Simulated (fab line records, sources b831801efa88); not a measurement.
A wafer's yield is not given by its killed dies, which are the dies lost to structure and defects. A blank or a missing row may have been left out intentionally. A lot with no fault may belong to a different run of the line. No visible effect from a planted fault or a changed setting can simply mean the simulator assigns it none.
Which tool is to blame? / flow sky130 / 30 wafers from 10 lots sampled at 5 of the route's 708 steps

## WHAT THE GAUGES READ, wafer by wafer
SKY_LDD_HVN_TW_MEAS_10.
lot=L726; measured=day 20 22:00; on=film_metro-04; LDD_HVN_TW=1445 1442 1445
lot=L727; measured=day 21 19:59; on=film_metro-02; LDD_HVN_TW=1415 1421 1417
lot=L729; measured=day 21 22:15; on=film_metro-02; LDD_HVN_TW=1422 1411 1411
lot=L732; measured=day 22 21:40; on=film_metro-03; LDD_HVN_TW=1447 1459 1447
lot=L730; measured=day 23 01:49; on=film_metro-02; LDD_HVN_TW=1413 1411 1416
lot=L734; measured=day 23 09:07; on=film_metro-04; LDD_HVN_TW=1453 1450 1446
lot=L735; measured=day 24 05:22; on=film_metro-03; LDD_HVN_TW=1438 1438 1437
lot=L736; measured=day 24 11:25; on=film_metro-02; LDD_HVN_TW=1413 1414 1421
lot=L742; measured=day 26 14:00; on=film_metro-04; LDD_HVN_TW=1457 1454 1455
lot=L743; measured=day 26 17:19; on=film_metro-02; LDD_HVN_TW=1414 1408 1417

SKY_SPACER_THK_MEAS_01.
lot=L726; measured=day 23 13:49; on=film_metro-01; SPACER_CVD_00_THK (nm)=43.2 43.0 43.1
lot=L727; measured=day 24 12:06; on=film_metro-01; SPACER_CVD_00_THK (nm)=43.3 43.1 42.9
lot=L729; measured=day 24 14:22; on=film_metro-04; SPACER_CVD_00_THK (nm)=42.2 43.0 42.4
lot=L732; measured=day 25 09:40; on=film_metro-03; SPACER_CVD_00_THK (nm)=43.8 43.6 43.8
lot=L730; measured=day 25 15:14; on=film_metro-03; SPACER_CVD_00_THK (nm)=42.7 43.1 42.7
lot=L734; measured=day 25 22:50; on=film_metro-03; SPACER_CVD_00_THK (nm)=43.1 43.1 43.0
lot=L735; measured=day 26 19:21; on=film_metro-03; SPACER_CVD_00_THK (nm)=43.2 43.5 43.1
lot=L736; measured=day 27 00:54; on=film_metro-03; SPACER_CVD_00_THK (nm)=43.6 43.7 43.4
lot=L742; measured=day 29 01:59; on=film_metro-03; SPACER_CVD_00_THK (nm)=51.3 51.7 51.0
lot=L743; measured=day 29 03:30; on=film_metro-04; SPACER_CVD_00_THK (nm)=51.8 52.2 52.1

SKY_POLY_CUT_CD_MEAS_08: target cd 270 nm.
lot=L726; measured=day 24 19:50; on=cd_sem-02; cd_nm (nm)=271.2 270.0 269.5
lot=L727; measured=day 25 17:20; on=cd_sem-01; cd_nm (nm)=270.9 272.0 271.5
lot=L729; measured=day 25 19:59; on=cd_sem-01; cd_nm (nm)=270.8 271.0 270.7
lot=L732; measured=day 26 14:40; on=cd_sem-01; cd_nm (nm)=269.1 269.4 269.8
lot=L730; measured=day 26 20:21; on=cd_sem-02; cd_nm (nm)=269.0 269.0 268.0
lot=L734; measured=day 27 04:19; on=cd_sem-01; cd_nm (nm)=271.4 271.9 271.2
lot=L735; measured=day 27 22:59; on=cd_sem-02; cd_nm (nm)=272.2 270.6 272.1
lot=L736; measured=day 28 05:38; on=cd_sem-02; cd_nm (nm)=266.4 267.2 266.6
lot=L742; measured=day 30 06:41; on=cd_sem-01; cd_nm (nm)=268.9 269.4 271.7
lot=L743; measured=day 30 07:04; on=cd_sem-02; cd_nm (nm)=272.3 272.7 272.1

## TOOL THAT RAN EACH LOT (tool first, then ch and the chambers of the sampled wafers, then the start)
lot=L726; SKY_SPACER_CVD_00=lpcvd-02 ch 0, day 23 12:36; SKY_SPACER_ETCHBACK_02=rie_diel-01 ch 0,1,3, day 23 13:52
lot=L727; SKY_SPACER_CVD_00=lpcvd-02 ch 1, day 24 10:53; SKY_SPACER_ETCHBACK_02=rie_diel-04 ch 0,3, day 24 12:09
lot=L729; SKY_SPACER_CVD_00=lpcvd-02 ch 1, day 24 13:08; SKY_SPACER_ETCHBACK_02=rie_diel-04 ch 0,2,3, day 24 14:24
lot=L732; SKY_SPACER_CVD_00=lpcvd-02 ch 0, day 25 08:28; SKY_SPACER_ETCHBACK_02=rie_diel-04 ch 0,1,3, day 25 09:44
lot=L730; SKY_SPACER_CVD_00=lpcvd-02 ch 0, day 25 14:01; SKY_SPACER_ETCHBACK_02=rie_diel-01 ch 0,1,2, day 25 15:17
lot=L734; SKY_SPACER_CVD_00=lpcvd-02 ch 1, day 25 21:37; SKY_SPACER_ETCHBACK_02=rie_diel-04 ch 2,3, day 25 22:53
lot=L735; SKY_SPACER_CVD_00=lpcvd-02 ch 1, day 26 17:32; SKY_SPACER_ETCHBACK_02=rie_diel-01 ch 0,1,2, day 26 19:24
lot=L736; SKY_SPACER_CVD_00=lpcvd-02 ch 1, day 26 23:05; SKY_SPACER_ETCHBACK_02=rie_diel-04 ch 0,1,3, day 27 00:58
lot=L742; SKY_SPACER_CVD_00=lpcvd-02 ch 0, day 29 00:47; SKY_SPACER_ETCHBACK_02=rie_diel-04 ch 0,1,3, day 29 02:03
lot=L743; SKY_SPACER_CVD_00=lpcvd-02 ch 0, day 29 02:16; SKY_SPACER_ETCHBACK_02=rie_diel-01 ch 0,2,3, day 29 03:32
- SKY_SPACER_CVD_00: deposits Si3N4 from DCS/NH3, target thk 43.1 nm, time 740 s.
- SKY_SPACER_ETCHBACK_02: etches Si3N4 in CH3F/O2, stops on SiO2, time 46.7 s, target depth 45 nm.

## WHAT THE TOOLS THEMSELVES READ (means of the sampled wafers that have a number; where no wafer has one, the mark that the record gives instead)
SKY_SPACER_CVD_00.
lot=L726; tool=lpcvd-02; spike_tc_bottom_C (C)=788.3; spike_tc_centre_C (C)=769.0; spike_tc_lower_C (C)=770.4; spike_tc_top_C (C)=782.8; spike_tc_upper_C (C)=770.0; susceptor_temp_C (C)=770.3; zone_power_top_pct (%)=27.1
lot=L727; tool=lpcvd-02; spike_tc_bottom_C (C)=788.1; spike_tc_centre_C (C)=769.3; spike_tc_lower_C (C)=771.4; spike_tc_top_C (C)=785.8; spike_tc_upper_C (C)=769.7; susceptor_temp_C (C)=770.0; zone_power_top_pct (%)=23.8
lot=L729; tool=lpcvd-02; spike_tc_bottom_C (C)=788.0; spike_tc_centre_C (C)=770.1; spike_tc_lower_C (C)=771.3; spike_tc_top_C (C)=785.4; spike_tc_upper_C (C)=770.1; susceptor_temp_C (C)=769.4; zone_power_top_pct (%)=23.4
lot=L732; tool=lpcvd-02; spike_tc_bottom_C (C)=788.0; spike_tc_centre_C (C)=769.7; spike_tc_lower_C (C)=770.0; spike_tc_top_C (C)=781.5; spike_tc_upper_C (C)=770.4; susceptor_temp_C (C)=770.7; zone_power_top_pct (%)=27.1
lot=L730; tool=lpcvd-02; spike_tc_bottom_C (C)=787.6; spike_tc_centre_C (C)=769.4; spike_tc_lower_C (C)=770.1; spike_tc_top_C (C)=782.0; spike_tc_upper_C (C)=770.1; susceptor_temp_C (C)=770.3; zone_power_top_pct (%)=27.0
lot=L734; tool=lpcvd-02; spike_tc_bottom_C (C)=786.8; spike_tc_centre_C (C)=769.6; spike_tc_lower_C (C)=771.3; spike_tc_top_C (C)=784.5; spike_tc_upper_C (C)=770.5; susceptor_temp_C (C)=769.8; zone_power_top_pct (%)=23.7
lot=L735; tool=lpcvd-02; spike_tc_bottom_C (C)=788.8; spike_tc_centre_C (C)=769.5; spike_tc_lower_C (C)=770.1; spike_tc_top_C (C)=785.6; spike_tc_upper_C (C)=769.0; susceptor_temp_C (C)=770.4; zone_power_top_pct (%)=23.6
lot=L736; tool=lpcvd-02; spike_tc_bottom_C (C)=788.3; spike_tc_centre_C (C)=769.2; spike_tc_lower_C (C)=770.6; spike_tc_top_C (C)=785.1; spike_tc_upper_C (C)=769.1; susceptor_temp_C (C)=770.2; zone_power_top_pct (%)=23.3
lot=L742; tool=lpcvd-02; spike_tc_bottom_C (C)=799.7; spike_tc_centre_C (C)=780.4; spike_tc_lower_C (C)=779.2; spike_tc_top_C (C)=791.6; spike_tc_upper_C (C)=778.6; susceptor_temp_C (C)=780.0; zone_power_top_pct (%)=27.7
lot=L743; tool=lpcvd-02; spike_tc_bottom_C (C)=797.6; spike_tc_centre_C (C)=779.3; spike_tc_lower_C (C)=781.0; spike_tc_top_C (C)=791.1; spike_tc_upper_C (C)=780.9; susceptor_temp_C (C)=779.5; zone_power_top_pct (%)=27.6

SKY_SPACER_ETCHBACK_02.
lot=L726; tool=rie_diel-01; bias_w (W)=79.85; drypump_motor_current_A (A)=5.9; oes_product_au (a.u.)=0.856; throttle_valve_pct (%)=10.564
lot=L727; tool=rie_diel-04; bias_w (W)=80.17; drypump_motor_current_A (A)=6.0; oes_product_au (a.u.)=0.858; throttle_valve_pct (%)=10.556
lot=L729; tool=rie_diel-04; bias_w (W)=79.74; drypump_motor_current_A (A)=5.7; oes_product_au (a.u.)=0.848; throttle_valve_pct (%)=10.565
lot=L732; tool=rie_diel-04; bias_w (W)=79.87; drypump_motor_current_A (A)=6.0; oes_product_au (a.u.)=0.860; throttle_valve_pct (%)=10.565
lot=L730; tool=rie_diel-01; bias_w (W)=79.95; drypump_motor_current_A (A)=6.2; oes_product_au (a.u.)=0.856; throttle_valve_pct (%)=10.564
lot=L734; tool=rie_diel-04; bias_w (W)=79.83; drypump_motor_current_A (A)=5.6; oes_product_au (a.u.)=0.857; throttle_valve_pct (%)=10.559
lot=L735; tool=rie_diel-01; bias_w (W)=79.84; drypump_motor_current_A (A)=6.2; oes_product_au (a.u.)=0.859; throttle_valve_pct (%)=10.566
lot=L736; tool=rie_diel-04; bias_w (W)=80.15; drypump_motor_current_A (A)=6.0; oes_product_au (a.u.)=0.862; throttle_valve_pct (%)=10.564
lot=L742; tool=rie_diel-04; bias_w (W)=79.99; drypump_motor_current_A (A)=6.0; oes_product_au (a.u.)=0.947; throttle_valve_pct (%)=10.575
lot=L743; tool=rie_diel-01; bias_w (W)=79.99; drypump_motor_current_A (A)=5.7; oes_product_au (a.u.)=0.956; throttle_valve_pct (%)=10.579

## THE ANSWER, worked out from the rows above alone
Rule: the lots themselves supply what counts as usual. Put in order of their means at a reading, lots are off if they are a third of the lots or fewer, leave a main group of 4 or more, and stand apart from it by a gap of 3 or more times the standard deviation of the main group's means; of several such gaps the widest counts. Not used: any main group whose means are identical at the precision the tables above print for the reading. Also off: a lot with no number at a reading for which 4 or more lots have one. The other lots that the step has rows for count as sound. After the gauges, taken in route order, come the tools' own readings; for these a lot's mean is taken, as printed above. The first step at which some lot is off is used, and at that step the reading that is off furthest; a lot without a number counts as furthest.
Off: L742, L743, seen at SKY_SPACER_THK_MEAS_01 (SPACER_CVD_00_THK). Main group: mean 43.1 nm, sd 0.36.
If a tool, at a process step before that reading, ran all the lots that are off and no sound lot after the first of them, it fits. The gauges at SKY_SPACER_THK_MEAS_01 aren't tried: what is off there is off at SKY_SPACER_CVD_00 too, on other tools, and a gauge's error can't cause that. One candidate fits, namely lpcvd-02 at SKY_SPACER_CVD_00. A fault onset in the window from L736 (day 26 23:05, its last sound lot) to L742 (day 29 00:47, its first lot off) fits.
The tool's own readings at SKY_SPACER_CVD_00 bear it out: on the lots that are off they differ by more than 5 times the standard deviation of the sound lots' means. spike_tc_bottom_C reads 798.7 C there against 788.0 C on the sound lots; spike_tc_centre_C reads 779.8 C there against 769.5 C on the sound lots; spike_tc_lower_C reads 780.1 C there against 770.6 C on the sound lots; spike_tc_upper_C reads 779.8 C there against 769.9 C on the sound lots; susceptor_temp_C reads 779.8 C there against 770.1 C on the sound lots.

## WHAT WAS PUT IN BY THE SIMULATOR
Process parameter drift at SKY_SPACER_CVD_00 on lpcvd-02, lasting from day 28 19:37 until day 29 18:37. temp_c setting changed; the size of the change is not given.
Struck lots among those shown: L742, L743. Same finding as the rule above.
